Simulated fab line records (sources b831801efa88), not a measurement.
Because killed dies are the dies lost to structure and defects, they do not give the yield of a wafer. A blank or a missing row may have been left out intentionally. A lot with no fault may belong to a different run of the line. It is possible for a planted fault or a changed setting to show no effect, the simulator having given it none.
fab line records -- flow sky130 -- part 2 of 2: steps 29 to 39 of 39
record lots=5, wafers=15, lastDay=50
route steps=708 shown CAP2M@614 METAL4@621 VIA4@639
lots with no fault: from the same line, run without faults
startH: start of the lot's first displayed wafer, in hours after the record's first day -- waitH: hours elapsed since this lot's preceding step -- " the same as in the row above -- L1.1+2: a single row standing in for several wafers -- - no value present, or no start provided -- * or withheld: withheld -- < > ~ a bound
route shown NAME@n: a module of which the file shows steps, and the number in the route of the first -- usual: mean/standard deviation of fault-free wafers -- same: alike in all rows -- chamber/n: place in a boat -- sites: the reading at each site -- _std_site: the standard deviation of these -- _edge_site: outer sites' mean less inner sites' -- radiusMm: how far each site lies from the wafer's centre -- mask NAME#n: copy n -- behind: the last tool/chamber to shape the wafer -- hold: what put the lot on hold/how long, in hours/how the hold closed -- device: the n, p or np transistor that did not switch -- end of line: the tests these same wafers got at the end of their route -- a step given without rows: its recipe and nothing more -- killed: dies lost to structure and defects at the first sort, not the wafer's yield -- map: per-die view of a wafer (x killed, . not killed, _ where there is no die)
set.NAME: setting as actually run; set.NAME@STEP: the setting as run at that earlier step -- model.NAME: the simulator's own value behind a step, which no gauge read
certain route steps with their lots: each step a table, each wafer a row
services: from which hour (startH, from the record's first day; less than 0 if before it) a tool's chamber was out of use, for how many hours, and why
## steps
# step SKY_VIA4_BOW_MEAS_03
# recipe mode=bow
# usual VIA4_BOW=78/7.6
lot.wafer,tool,chamber,startH,waitH,VIA4_BOW[um]
L076.2,filmMetro-03,-,999.62,0.2,76
L076.3,filmMetro-03,-,999.62,0.2,73
L076.5,filmMetro-03,-,999.62,0.2,86
L077.1,filmMetro-04,-,1007.17,0.1,69
L077.4,filmMetro-04,-,1007.17,0.1,67
L077.6,filmMetro-04,-,1007.17,0.1,75
L080.2,filmMetro-04,-,1026.91,0.2,67
L080.3,filmMetro-04,-,1026.91,0.2,86
L080.6,filmMetro-04,-,1026.91,0.2,72
L091.2,filmMetro-01,-,1105.88,0.3,70
L091.4,filmMetro-01,-,1105.88,0.3,67
L091.6,filmMetro-01,-,1105.88,0.3,80
L096.3,filmMetro-01,-,1127.04,0.3,85
L096.4,filmMetro-01,-,1127.04,0.3,70
L096.6,filmMetro-01,-,1127.04,0.3,78
# step SKY_VIA4_DEHYDRATE_04
# recipe tempC=200, timeS=60
# usual heaterPowerTotalW=160.35/0.12
# same timeS=60
lot.wafer,tool,chamber,startH,waitH,heaterPowerTotalW
L076.2,lithoTrack-04,0,1010.99,11.4,160.25
L076.3,lithoTrack-04,0,1010.99,11.4,160.30
L076.5,lithoTrack-04,0,1010.99,11.4,160.50
L077.1,lithoTrack-02,0,1018.35,11.2,160.52
L077.4,lithoTrack-02,0,1018.35,11.2,160.34
L077.6,lithoTrack-02,0,1018.35,11.2,160.22
L080.2,lithoTrack-04,0,1038.59,11.7,160.30
L080.3,lithoTrack-04,0,1038.59,11.7,160.55
L080.6,lithoTrack-04,0,1038.59,11.7,160.50
L091.2,lithoTrack-02,0,1115.58,9.7,160.48
L091.4,lithoTrack-02,0,1115.58,9.7,160.41
L091.6,lithoTrack-02,0,1115.58,9.7,160.33
L096.3,lithoTrack-04,0,1136.47,9.4,160.51
L096.4,lithoTrack-04,0,1136.47,9.4,160.38
L096.6,lithoTrack-04,0,1136.47,9.4,160.27
# step SKY_VIA4_HMDS_05
# recipe primeTimeS=60, primeTempC=120
# same primeTimeS=60
lot.wafer,tool,chamber,startH,waitH
L076.2+3+5,lithoTrack-04,0,1011.14,0.1
L077.1+4+6,lithoTrack-02,0,1018.50,0.1
L080.2+3+6,lithoTrack-04,0,1038.74,0.1
L091.2+4+6,lithoTrack-02,0,1115.73,0.1
L096.3+4+6,lithoTrack-04,0,1136.62,0.1
# step SKY_VIA4_COAT_06
# recipe resist=NOVOLAK, spinRpm=3020, resistThkNm=1140
lot.wafer,tool,chamber,startH,waitH
L076.2+3+5,lithoTrack-04,0,1011.29,0.1
L077.1+4+6,lithoTrack-02,0,1018.65,0.1
L080.2+3+6,lithoTrack-04,0,1038.89,0.1
L091.2+4+6,lithoTrack-02,0,1115.88,0.1
L096.3+4+6,lithoTrack-04,0,1136.77,0.1
# step SKY_VIA4_SOFTBAKE_07
# recipe tempC=90, timeS=60, resist=NOVOLAK
# usual heaterPowerTotalW=56.59/0.043
# same timeS=60
lot.wafer,tool,chamber,startH,waitH,heaterPowerTotalW
L076.2,lithoTrack-04,0,1011.44,0.1,56.56
L076.3,lithoTrack-04,0,1011.44,0.1,56.68
L076.5,lithoTrack-04,0,1011.44,0.1,56.55
L077.1,lithoTrack-02,0,1018.80,0.1,56.58
L077.4,lithoTrack-02,0,1018.80,0.1,56.56
L077.6,lithoTrack-02,0,1018.80,0.1,56.59
L080.2,lithoTrack-04,0,1039.04,0.1,56.53
L080.3,lithoTrack-04,0,1039.04,0.1,56.60
L080.6,lithoTrack-04,0,1039.04,0.1,56.50
L091.2,lithoTrack-02,0,1116.03,0.1,56.60
L091.4,lithoTrack-02,0,1116.03,0.1,56.57
L091.6,lithoTrack-02,0,1116.03,0.1,56.56
L096.3,lithoTrack-04,0,1136.92,0.1,56.60
L096.4,lithoTrack-04,0,1136.92,0.1,56.64
L096.6,lithoTrack-04,0,1136.92,0.1,56.64
# step SKY_VIA4_EXPOSE_08
# recipe maskId=VIM4, na=0.6, sourceShape=conventional, sigmaOuter=0.6, polarization=unpolarized, targetCdNm=800, doseMj=132
lot.wafer,tool,chamber,startH,waitH,mask
L076.2+3+5,ilineStepper-02,0,-,-,VIM4#0
L077.1+4+6,ilineStepper-01,0,-,-,VIM4#0
L080.2+3+6,ilineStepper-01,0,-,-,VIM4#0
L091.2+4+6,ilineStepper-02,0,-,-,VIM4#0
L096.3+4+6,ilineStepper-02,0,-,-,VIM4#0
# step SKY_VIA4_PEB_09
# recipe tempC=withheld, timeS=*, resist=NOVOLAK
# same timeS=*
lot.wafer,tool,chamber,startH,waitH
L076.2+3+5,lithoTrack-02,0,-,-
L077.1+4+6,lithoTrack-04,0,-,-
L080.2+3+6,lithoTrack-04,0,-,-
L091.2+4+6,lithoTrack-02,0,-,-
L096.3+4+6,lithoTrack-03,0,-,-
# step SKY_VIA4_DEVELOP_10
# recipe resist=NOVOLAK, developer=TMAH, developTimeS=60, devTempC=23
lot.wafer,tool,chamber,startH,waitH
L076.2+3+5,lithoTrack-02,0,1022.58,0.1
L077.1+4+6,lithoTrack-04,0,1029.87,0.1
L080.2+3+6,lithoTrack-04,0,1049.99,0.1
L091.2+4+6,lithoTrack-02,0,1125.93,0.1
L096.3+4+6,lithoTrack-03,0,1146.10,0.1
# step SKY_VIA4_OVL_MEAS_11
# usual VIA4_OVL=-1.8/1.5
lot.wafer,tool,chamber,startH,waitH,VIA4_OVL[nm]
L076.2,overlay-01,-,1022.71,0.1,-2.8
L076.3,overlay-01,-,1022.71,0.1,-2.7
L076.5,overlay-01,-,1022.71,0.1,-3.9
L077.1,overlay-02,-,1030.02,0.1,-0.6
L077.4,overlay-02,-,1030.02,0.1,-1.5
L077.6,overlay-02,-,1030.02,0.1,-1.7
L080.2,overlay-02,-,1050.12,0.1,-1.2
L080.3,overlay-02,-,1050.12,0.1,-1.4
L080.6,overlay-02,-,1050.12,0.1,-2.8
L091.2,overlay-01,-,1126.06,0.1,-1.4
L091.4,overlay-01,-,1126.06,0.1,-0.6
L091.6,overlay-01,-,1126.06,0.1,-0.7
L096.3,overlay-02,-,1146.21,0.1,1.2
L096.4,overlay-02,-,1146.21,0.1,0.8
L096.6,overlay-02,-,1146.21,0.1,1.6
# step SKY_VIA4_ETCH_12
# recipe target=SiO2, chemistry=C4F8/O2/Ar, stopOn=TiN, maskMaterial=NOVOLAK, sourceW=1500, biasW=1200, pressureMtorr=40, c4f8FlowSccm=withheld, O2_flow_sccm=6, Ar_flow_sccm=300, timeS=withheld, targetDepthA=5800
# usual oesProductAu=0.926/0.0048
lot.wafer,tool,chamber,startH,waitH,oesProductAu
L076.2,rieDiel-04,2,1022.74,0.0,0.932
L076.3,rieDiel-04,3,1022.74,0.0,0.924
L076.5,rieDiel-04,3,1022.74,0.0,0.928
L077.1,rieDiel-03,0,1030.05,0.0,0.919
L077.4,rieDiel-03,0,1030.05,0.0,0.922
L077.6,rieDiel-03,2,1030.05,0.0,0.924
L080.2,rieDiel-03,3,1050.15,0.0,0.929
L080.3,rieDiel-03,0,1050.15,0.0,0.928
L080.6,rieDiel-03,0,1050.15,0.0,0.912
L091.2,rieDiel-03,1,1126.09,0.0,0.930
L091.4,rieDiel-03,2,1126.09,0.0,0.920
L091.6,rieDiel-03,3,1126.09,0.0,0.921
L096.3,rieDiel-04,0,1146.23,0.0,0.935
L096.4,rieDiel-04,1,1146.23,0.0,0.928
L096.6,rieDiel-04,3,1146.23,0.0,0.933
# step SKY_VIA4_STRIP_13
# recipe chemistry=O2/N2, powerW=1400, pressureMtorr=1500, platenTempC=withheld, o2FlowSccm=3000, n2FlowSccm=300, overashFraction=0.5
# usual drypumpMotorCurrentA=5.8/0.31, o2FlowSccm=2999/9.4, oesProductAu=0.709/0.0048, stripTimeToEndpointS=12.788/0.029
lot.wafer,tool,chamber,startH,waitH,drypumpMotorCurrentA,o2FlowSccm,oesProductAu,rfHoursCounterH,stripTimeToEndpointS
L076.2,plasmaAsher-04,0,1022.81,-,5.3,2995,0.707,121,12.763
L076.3,plasmaAsher-04,0,1022.81,-,5.3,3005,0.698,-,12.796
L076.5,plasmaAsher-04,1,1022.81,-,5.7,2990,0.716,-,12.775
L077.1,plasmaAsher-04,1,1030.13,-,5.7,3012,0.723,122,12.825
L077.4,plasmaAsher-04,0,1030.13,-,5.3,2999,0.718,-,12.783
L077.6,plasmaAsher-04,0,1030.13,-,5.3,2987,0.707,-,12.809
L080.2,plasmaAsher-02,1,1050.23,-,6.3,2991,0.706,90,12.742
L080.3,plasmaAsher-02,1,1050.23,-,6.3,2992,0.708,-,12.776
L080.6,plasmaAsher-02,0,1050.23,-,5.7,3007,0.709,-,12.763
L091.2,plasmaAsher-03,1,1126.16,-,6.1,2997,0.713,37,12.818
L091.4,plasmaAsher-03,0,1126.16,-,5.9,3001,0.705,-,12.820
L091.6,plasmaAsher-03,0,1126.16,-,5.9,3001,0.705,-,12.759
L096.3,plasmaAsher-03,1,1146.34,-,6.1,3008,0.702,-,12.766
L096.4,plasmaAsher-03,0,1146.34,-,5.9,2988,0.702,-,12.781
L096.6,plasmaAsher-03,1,1146.34,-,6.1,2996,0.712,-,12.756
## services
tool,chamber,startH,hours,kind
hdpcvd-02,-,950.25,15.0,pm
cmp-02,-,958.65,0.3,repair
plasmaAsher-03,-,966.21,14.6,pm
plasmaAsher-02,-,972.37,0.5,repair
rieMetal-02,1,982.77,17.3,repair
rieDiel-03,0,994.86,4.3,repair
plasmaAsher-04,-,1002.17,1.3,repair
rieDiel-03,1,1009.36,32.2,repair
plasmaAsher-01,-,1012.65,1.5,repair
rieDiel-03,3,1013.08,5.6,repair
rieMetal-02,0,1023.90,9.1,repair
krfScanner-02,-,1067.15,1.0,pm
wetBench-04,-,1082.66,1.9,pm
krfScanner-02,-,1084.03,0.8,pm
wetBench-04,-,1101.65,4.5,repair
hdpcvd-02,2,1105.28,4.2,repair
rieDiel-03,-,1113.31,0.4,repair
krfScanner-02,-,1118.72,1.3,pm
hdpcvd-02,2,1119.86,3.2,repair
rieMetal-02,0,1120.70,2.9,repair
rieMetal-02,-,1134.32,0.2,repair
krfScanner-02,-,1144.32,0.4,repair
rieDiel-03,2,1144.49,26.8,repair
krfScanner-02,-,1146.31,0.6,repair
